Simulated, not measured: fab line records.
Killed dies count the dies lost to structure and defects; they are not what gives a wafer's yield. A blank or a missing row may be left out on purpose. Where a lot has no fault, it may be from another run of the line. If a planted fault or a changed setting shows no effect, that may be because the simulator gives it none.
A lot that was struck, set against a sound lot / flow gf180mcu / 14 steps out of a route of 602
Sound: the wafers L960.1, L960.3, L960.4. Wafers struck: L952.1, L952.2, L952.3. The cause comes at the end.
Per side, at each step with rows, come the tool, then ch with its chambers, and then its first start. Under that, the readings that differ: sound wafers / struck wafers / difference of the means / sigmas: that difference in standard deviations of wafers without a fault.
alike: words and numbers the same on both sides, and readings whose means are apart by under 2 such deviations; not compared: readings that were withheld, readings missing a value for some wafer, numbers with overlapping values and no deviation given by the record, and bounds like >300 which may hide the same value.
The two part at a step that has a row with sigmas, a row that says differs or no value, or rows on one side only. Numbers that have no deviation but don't overlap get no sigmas and don't part them. A reading missing from all wafers of one side parts the sides only when that side holds two or more wafers.

first, 3 steps without rows for these wafers: GF_HV_LDD_EXPOSE_04 (exposes mask Nplus LV AREA, target cd 400 nm); GF_HV_LDD_PEB_05; GF_HV_LDD_DEVELOP_06 (develop time 57.53 s).
GF_HV_LDD_CD_MEAS_07: the cd target is 400 nm.
  struck on cdSem-02, day 12 02:26; sound on cdSem-01, day 14 04:44
reading=cdNm (nm); sound=402.1 403.7 400.4; struck=395.4 397.4 395.9; difference=-5.8; sigmas=-2
GF_HV_LDD_OVL_MEAS_08:
  struck on overlay-02, day 12 02:33; sound on overlay-01, day 14 04:51
  alike: HV_LDD_OVL
following that, these wafers have no rows for 1 step: GF_HV_LDD_IMPLANT_09.
GF_HV_LDD_STRIP_10: strips in O2/N2.
  sound on plasmaAsher-03 ch 0,1, day 14 05:37; struck on plasmaAsher-02 ch 0,1, day 12 02:44
  alike: drypumpMotorCurrentA, heaterPowerW, oesProductAu, stripTimeToEndpointS
  not compared: rfHoursCounterH
GF_HV_LDD_TW_MEAS_11:
  struck on filmMetro-01, day 12 02:50; sound on filmMetro-03, day 14 05:43
  alike: HV_LDD_TW
then, 4 steps without rows for these wafers: GF_HV_LDD_DEHYDRATE_12 (time 60 s); GF_HV_LDD_HMDS_13 (prime time 60 s); GF_HV_LDD_COAT_14 (resist thk 1000 nm); GF_HV_LDD_SOFTBAKE_15 (time 60 s).
GF_HV_LDD_EXPOSE_16: exposes mask Pplus LV AREA, target cd 400 nm.
  struck on ilineStepper-02, day 12 12:34; sound on ilineStepper-01 ch 0, day 14 15:47
  no value came back on the struck wafers for exposureDoseMJCm2, focusOffsetNm (nm); on the sound wafers exposureDoseMJCm2 reads 139.97 139.90 140.04
reading=model.HV_LDD.overlayXNm (nm); sound=-0.3004 -0.3004 -0.3004; struck=-0.2392 -0.2392 -0.2392; difference=+0.0612; sigmas=
reading=model.HV_LDD.overlayYNm (nm); sound=0.09017 0.09017 0.09017; struck=0.9416 0.9416 0.9416; difference=+0.8514; sigmas=
  alike: mask
following that, these wafers have no rows for 1 step: GF_HV_LDD_PEB_17.

== WHERE THEY PART ==
At GF_HV_LDD_CD_MEAS_07 first; at GF_HV_LDD_EXPOSE_16 last (within this record only).

WHY: what had been put in by the simulator
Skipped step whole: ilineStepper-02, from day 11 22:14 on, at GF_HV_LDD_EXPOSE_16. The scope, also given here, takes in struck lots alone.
